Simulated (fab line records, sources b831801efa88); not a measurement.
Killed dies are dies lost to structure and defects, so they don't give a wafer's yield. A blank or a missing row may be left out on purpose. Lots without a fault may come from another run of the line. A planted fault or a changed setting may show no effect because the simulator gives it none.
Chamber matching | flow sky130 | SKY_FIELD_ISO_ETCH_15 on rie_diel-04: 4 sister chambers
The step etches the open film in CHF3/O2, stops on Si, target depth 180 nm, time 72 s. 16 wafers are shown with their chamber, then 8 later ones without.

WAFERS WITH THEIR CHAMBER
wafer  | chamber | throttle_valve_pct (%) | oes_product_au (a.u.)
L074.2 | 0       | 8.847                  | 0.942
L074.4 | 1       | 8.856                  | 0.950
L074.5 | 0       | 8.835                  | 0.953
L076.1 | 3       | 8.845                  | 0.935
L076.4 | 1       | 8.833                  | 0.937
L076.6 | 2       | 8.813                  | 0.937
L077.1 | 0       | 8.838                  | 0.941
L077.2 | 1       | 8.841                  | 0.945
L077.6 | 0       | 8.839                  | 0.942
L081.3 | 1       | 8.851                  | 0.947
L081.4 | 3       | 8.856                  | 0.951
L081.6 | 3       | 8.836                  | 0.953
L084.2 | 0       | 8.833                  | 0.944
L084.3 | 3       | 8.847                  | 0.935
L084.6 | 3       | 8.842                  | 0.935
L085.1 | 3       | 8.836                  | 0.951

SIGNATURES (means of the wafers above)
reading            | chamber 0 | chamber 1 | chamber 2 | chamber 3 | scatter within a chamber
throttle_valve_pct | 8.83840   | 8.84525   | 8.81300   | 8.84367   | 0.00773
oes_product_au     | 0.94440   | 0.94475   | 0.93700   | 0.94333   | 0.00713
Rule: a wafer's distance from a chamber is the root of the sum, over the readings, of the square of ((its reading less the chamber's mean) divided by the reading's scatter). The wafer belongs to the nearest chamber; if the next one is less than 2 further off, it can't be placed. The scatter: the root of (the sum of the squares of (reading less its chamber's mean) over the shown wafers, divided by (wafers less chambers)).

WAFERS WITHOUT THEIR CHAMBER
wafer  | throttle_valve_pct (%) | oes_product_au (a.u.)
L085.2 | 8.827                  | 0.944
L085.3 | 8.852                  | 0.940
L093.1 | 8.853                  | 0.948
L093.3 | 8.866                  | 0.950
L093.6 | 8.827                  | 0.934
L096.3 | 8.859                  | 0.951
L096.5 | 8.845                  | 0.949
L096.6 | 8.844                  | 0.956

WHICH CHAMBER EACH WENT THROUGH
wafer  | from the rows above               | in truth
L085.2 | can't be placed: 0 or 2 or 3 or 1 | 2
L085.3 | can't be placed: 1 or 3 or 0      | 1
L093.1 | can't be placed: 1 or 3 or 0      | 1
L093.3 | can't be placed: 1 or 3 or 0      | 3
L093.6 | can't be placed: 2 or 0 or 3 or 1 | 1
L096.3 | can't be placed: 1 or 3 or 0      | 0
L096.5 | can't be placed: 1 or 3 or 0      | 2
L096.6 | can't be placed: 1 or 3 or 0      | 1
Placed correctly: 0 of 8. Can't be placed from these rows: 8 (the true chamber is among the candidates in 7). Placed wrongly: 0.
